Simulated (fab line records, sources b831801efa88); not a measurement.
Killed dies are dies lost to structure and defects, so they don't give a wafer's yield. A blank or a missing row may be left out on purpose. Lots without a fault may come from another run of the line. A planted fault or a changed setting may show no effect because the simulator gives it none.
A struck lot beside a sound one | flow gf180mcu | 15 steps out of a route of 602
Sound: wafers L432.1, L432.2, L432.3. Struck: wafers L436.4, L436.5, L436.6. The cause comes at the end.
At each step with rows: each side's tool, then ch and its chambers, then its first start. Under that, the readings that differ: sound wafers | struck wafers | difference of the means | sigmas: that difference in standard deviations of wafers without a fault.
alike: readings whose means differ by less than 2 such deviations, and words and numbers that are the same on both sides. not compared: withheld readings, readings that some wafer has no value for, bounds like >300 that may hide the same value, and numbers for which the record gives no deviation and whose values overlap.
The two part at a step that has a row with sigmas, a row that says differs or no value, or rows on one side only. Numbers that don't overlap but have no deviation are shown without sigmas and don't part them. A reading that every wafer of one side lacks parts them only if that side has two wafers or more.

first, 1 step without rows for these wafers: GF_NWELL_IMPLANT_09.
GF_NWELL_STRIP_10: strips in O2/N2.
  sound on plasma_asher-04 ch 0,1, day 4 22:07; struck on plasma_asher-02 ch 0,1, day 5 13:50
  reading                      | sound             | struck            | difference | sigmas
  strip_time_to_endpoint_s (s) | 37.10 37.03 37.05 | 36.75 36.79 36.93 | -0.24      | -3
  alike: drypump_motor_current_A, heater_power_w, oes_product_au
  not compared: rf_hours_counter_h
GF_NWELL_TW_MEAS_11:
  sound on film_metro-02, day 4 22:13; struck on film_metro-03, day 5 13:56
  reading  | sound          | struck         | difference | sigmas
  NWELL_TW | 1591 1574 1590 | 1559 1553 1562 | -27        | -2
then, 7 steps without rows for these wafers: GF_LVPWELL_DEHYDRATE_00 (time 60 s); GF_LVPWELL_HMDS_01 (prime time 60 s); GF_LVPWELL_COAT_02 (resist thk 3000 nm); GF_LVPWELL_SOFTBAKE_03; GF_LVPWELL_EXPOSE_04 (exposes mask LVPWELL, target cd 600 nm); GF_LVPWELL_PEB_05; GF_LVPWELL_DEVELOP_06 (develop time 60 s).
GF_LVPWELL_OVL_MEAS_07:
  sound on overlay-01, day 5 12:43; struck on overlay-02, day 6 04:09
  reading          | sound        | struck         | difference | sigmas
  LVPWELL_OVL (nm) | 0.5 -0.2 1.8 | -2.1 -2.9 -0.8 | -2.6       | -2
then, 1 step without rows for these wafers: GF_LVPWELL_IMPLANT_08.
GF_LVPWELL_IMPLANT_09:
  sound on implanter-03 ch 0, day 5 12:54; struck on implanter-03 ch 0, day 6 04:23
  reading                   | sound                | struck               | difference | sigmas
  beam_energy_keV           | 59.996 60.011 59.998 | 62.128 62.124 62.109 | +2.119     | +99 or more
  model.implant.rp_nm (nm)  | 188.1 188.1 188.1    | 197.3 197.3 197.3    | +9.2       |
  model.implant.drp_nm (nm) | 64.53 64.53 64.53    | 65.71 65.71 65.71    | +1.18      |
  alike: faraday_current_uA
GF_LVPWELL_STRIP_10: strips in O2/N2.
  sound on plasma_asher-03 ch 0,1, day 5 13:03; struck on plasma_asher-01 ch 0,1, day 6 04:30
  reading            | sound       | struck      | difference | sigmas
  heater_power_w (W) | 304 347 304 | 387 383 349 | +55        | +2
  alike: drypump_motor_current_A, oes_product_au, strip_time_to_endpoint_s
  not compared: rf_hours_counter_h
then, 1 step without rows for these wafers: GF_PASSIVATION_PROBE_99.

WHERE THEY PART
First at GF_NWELL_STRIP_10; last, within this record, at GF_LVPWELL_STRIP_10.

WHY: what the simulator had put in
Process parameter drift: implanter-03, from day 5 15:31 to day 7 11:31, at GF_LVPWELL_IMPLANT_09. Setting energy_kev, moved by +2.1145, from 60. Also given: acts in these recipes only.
